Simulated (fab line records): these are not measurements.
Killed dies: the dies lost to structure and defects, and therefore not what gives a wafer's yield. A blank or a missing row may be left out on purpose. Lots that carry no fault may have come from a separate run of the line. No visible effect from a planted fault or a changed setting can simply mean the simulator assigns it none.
Chamber matching :: flow sky130 :: rie_diel-02 running SKY_POLY_CUT_ETCH_11: 4 sister chambers
The step etches Si3N4 in CF4/CH2F2/Ar, stops on poly-Si, time 42.5 s, target depth 60 nm. 20 wafers are shown with their chamber, then 10 later ones without.

== EACH WAFER AND ITS CHAMBER ==
wafer: L075.1
chamber: 0
drypump_motor_current_A (A): 5.9
throttle_valve_pct (%): 14.985
oes_product_au (a.u.): 0.816

wafer: L075.2
chamber: 1
drypump_motor_current_A (A): 5.5
throttle_valve_pct (%): 14.999
oes_product_au (a.u.): 0.832

wafer: L075.6
chamber: 0
drypump_motor_current_A (A): 5.9
throttle_valve_pct (%): 15.020
oes_product_au (a.u.): 0.819

wafer: L077.1
chamber: 2
drypump_motor_current_A (A): 5.1
throttle_valve_pct (%): 14.995
oes_product_au (a.u.): 0.830

wafer: L077.2
chamber: 3
drypump_motor_current_A (A): 5.5
throttle_valve_pct (%): 15.002
oes_product_au (a.u.): 0.830

wafer: L077.3
chamber: 1
drypump_motor_current_A (A): 5.6
throttle_valve_pct (%): 14.982
oes_product_au (a.u.): 0.838

wafer: L077.4
chamber: 0
drypump_motor_current_A (A): 5.9
throttle_valve_pct (%): 14.999
oes_product_au (a.u.): 0.831

wafer: L077.5
chamber: 0
drypump_motor_current_A (A): 5.9
throttle_valve_pct (%): 14.988
oes_product_au (a.u.): 0.836

wafer: L077.6
chamber: 1
drypump_motor_current_A (A): 5.5
throttle_valve_pct (%): 14.986
oes_product_au (a.u.): 0.835

wafer: L079.1
chamber: 2
drypump_motor_current_A (A): 5.1
throttle_valve_pct (%): 15.012
oes_product_au (a.u.): 0.836

wafer: L079.3
chamber: 3
drypump_motor_current_A (A): 5.5
throttle_valve_pct (%): 14.995
oes_product_au (a.u.): 0.843

wafer: L079.6
chamber: 0
drypump_motor_current_A (A): 5.9
throttle_valve_pct (%): 15.008
oes_product_au (a.u.): 0.836

wafer: L084.1
chamber: 0
drypump_motor_current_A (A): 5.9
throttle_valve_pct (%): 14.996
oes_product_au (a.u.): 0.829

wafer: L084.4
chamber: 1
drypump_motor_current_A (A): 5.5
throttle_valve_pct (%): 14.992
oes_product_au (a.u.): 0.822

wafer: L084.6
chamber: 1
drypump_motor_current_A (A): 5.5
throttle_valve_pct (%): 15.003
oes_product_au (a.u.): 0.829

wafer: L087.1
chamber: 0
drypump_motor_current_A (A): 5.9
throttle_valve_pct (%): 15.014
oes_product_au (a.u.): 0.826

wafer: L087.2
chamber: 1
drypump_motor_current_A (A): 5.5
throttle_valve_pct (%): 14.975
oes_product_au (a.u.): 0.824

wafer: L087.6
chamber: 0
drypump_motor_current_A (A): 5.9
throttle_valve_pct (%): 14.985
oes_product_au (a.u.): 0.832

wafer: L089.2
chamber: 3
drypump_motor_current_A (A): 5.5
throttle_valve_pct (%): 14.986
oes_product_au (a.u.): 0.822

wafer: L089.5
chamber: 2
drypump_motor_current_A (A): 5.1
throttle_valve_pct (%): 14.992
oes_product_au (a.u.): 0.831

SIGNATURES (averages over the wafers above)
reading: drypump_motor_current_A
chamber 0: 5.900
chamber 1: 5.517
chamber 2: 5.100
chamber 3: 5.500
scatter within a chamber: 0.0228

reading: throttle_valve_pct
chamber 0: 14.99938
chamber 1: 14.98950
chamber 2: 14.99967
chamber 3: 14.99433
scatter within a chamber: 0.0117

reading: oes_product_au
chamber 0: 0.82812
chamber 1: 0.83000
chamber 2: 0.83233
chamber 3: 0.83167
scatter within a chamber: 0.00717
Rule: distance of a wafer from a chamber = root of the sum over the readings of ((wafer's reading minus chamber's mean) / reading's scatter) squared. If the next closest chamber is less than 2 further off than the closest, the wafer can't be placed; otherwise it belongs to the closest. How the scatter is found: for the shown wafers, subtract from each reading the mean of its chamber, square and add these, divide the total by (wafers less chambers), then take the root.

== WAFERS WITHOUT THEIR CHAMBER ==
wafer: L089.6
drypump_motor_current_A (A): 5.5
throttle_valve_pct (%): 15.008
oes_product_au (a.u.): 0.830

wafer: L091.1
drypump_motor_current_A (A): 5.1
throttle_valve_pct (%): 14.990
oes_product_au (a.u.): 0.837

wafer: L091.4
drypump_motor_current_A (A): 5.5
throttle_valve_pct (%): 14.994
oes_product_au (a.u.): 0.845

wafer: L091.5
drypump_motor_current_A (A): 5.1
throttle_valve_pct (%): 14.989
oes_product_au (a.u.): 0.826

wafer: L092.1
drypump_motor_current_A (A): 5.9
throttle_valve_pct (%): 14.993
oes_product_au (a.u.): 0.831

wafer: L092.5
drypump_motor_current_A (A): 5.1
throttle_valve_pct (%): 14.997
oes_product_au (a.u.): 0.826

wafer: L092.6
drypump_motor_current_A (A): 5.5
throttle_valve_pct (%): 14.995
oes_product_au (a.u.): 0.827

wafer: L097.1
drypump_motor_current_A (A): 5.5
throttle_valve_pct (%): 14.996
oes_product_au (a.u.): 0.840

wafer: L097.2
drypump_motor_current_A (A): 5.1
throttle_valve_pct (%): 15.025
oes_product_au (a.u.): 0.824

wafer: L097.6
drypump_motor_current_A (A): 5.0
throttle_valve_pct (%): 14.996
oes_product_au (a.u.): 0.832

== THE CHAMBER EACH PASSED THROUGH ==
wafer: L089.6
from the rows above: can't be placed: 3 or 1
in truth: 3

wafer: L091.1
from the rows above: 2
in truth: 2

wafer: L091.4
from the rows above: can't be placed: 3 or 1
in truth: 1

wafer: L091.5
from the rows above: 2
in truth: 2

wafer: L092.1
from the rows above: 0
in truth: 0

wafer: L092.5
from the rows above: 2
in truth: 2

wafer: L092.6
from the rows above: can't be placed: 3 or 1
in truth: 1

wafer: L097.1
from the rows above: can't be placed: 3 or 1
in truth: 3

wafer: L097.2
from the rows above: 2
in truth: 2

wafer: L097.6
from the rows above: 2
in truth: 2
Placed correctly: 6 of 10. These rows do not allow placing 4 (true chamber among the candidates in 4). Number placed wrongly: 0.
